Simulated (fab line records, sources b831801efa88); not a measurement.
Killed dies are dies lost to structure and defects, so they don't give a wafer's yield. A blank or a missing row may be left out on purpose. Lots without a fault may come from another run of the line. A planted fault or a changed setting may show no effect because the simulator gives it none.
Which tool did it? | flow gf180mcu | 6 lots, 18 wafers sampled, at 3 steps of a route of 602

WHAT THE GAUGES READ, wafer by wafer
GF_DUAL_GATE_THK_MEAS_03.
lot  | measured     | on            | DUAL_GATE_OXIDATION_00_THK (nm)
L330 | day 8 02:20  | film_metro-03 | 10.87 11.07 11.04
L333 | day 9 00:20  | film_metro-03 | 11.15 11.17 11.12
L337 | day 10 02:52 | film_metro-01 | 10.92 10.69 10.89
L341 | day 11 04:30 | film_metro-02 | 11.06 10.97 11.01
L344 | day 11 23:56 | film_metro-01 | 14.10 14.16 14.02
L352 | day 14 05:38 | film_metro-01 | 10.81 10.96 10.78

WHICH TOOL RAN EACH LOT (tool, then ch and the chambers of the sampled wafers, then the start)
lot  | GF_MVSD_STRIP_10                    | GF_DUAL_GATE_OXIDATION_02
L330 | plasma_asher-03 ch 0,1, day 4 17:42 | furnace-02 ch 0, day 8 00:53
L333 | plasma_asher-01 ch 0,1, day 5 14:15 | furnace-02 ch 0, day 8 22:53
L337 | plasma_asher-04 ch 0,1, day 6 11:52 | furnace-01 ch 0, day 10 01:25
L341 | plasma_asher-04 ch 0,1, day 7 09:54 | furnace-02 ch 0, day 11 03:03
L344 | plasma_asher-01 ch 0,1, day 8 03:02 | furnace-01 ch 0, day 11 22:28
L352 | plasma_asher-04 ch 0,1, day 9 23:39 | furnace-02 ch 0, day 14 04:10
- GF_MVSD_STRIP_10: strips in O2/N2.
- GF_DUAL_GATE_OXIDATION_02: stabilise 600 s, purge 300 s, target thk 10.887 nm.

THE ANSWER, worked out from the rows above alone
Rule: what is usual is taken from the lots themselves. Put in order of their means at a reading, lots are off if they are a third of the lots or fewer, leave a main group of 4 or more, and stand apart from it by a gap of 3 or more times the standard deviation of the main group's means; of several such gaps the widest counts. A main group whose means are all the same, to the digits that the tables above print for the reading, isn't used. A lot without any number at a reading at which 4 lots or more have one is off too. The other lots that the step has rows for count as sound.
Off: L344, at GF_DUAL_GATE_THK_MEAS_03 (DUAL_GATE_OXIDATION_00_THK). The main group: mean 10.97 nm, standard deviation 0.12.
A tool fits if, at a process step before that reading, it ran every lot that is off, and no sound lot after the first of them. The gauges at GF_DUAL_GATE_THK_MEAS_03 are tried like those tools. Can't be told from this: 2 tools fit, plasma_asher-01 at GF_MVSD_STRIP_10, furnace-01 at GF_DUAL_GATE_OXIDATION_02.

WHAT THE SIMULATOR HAD PUT IN
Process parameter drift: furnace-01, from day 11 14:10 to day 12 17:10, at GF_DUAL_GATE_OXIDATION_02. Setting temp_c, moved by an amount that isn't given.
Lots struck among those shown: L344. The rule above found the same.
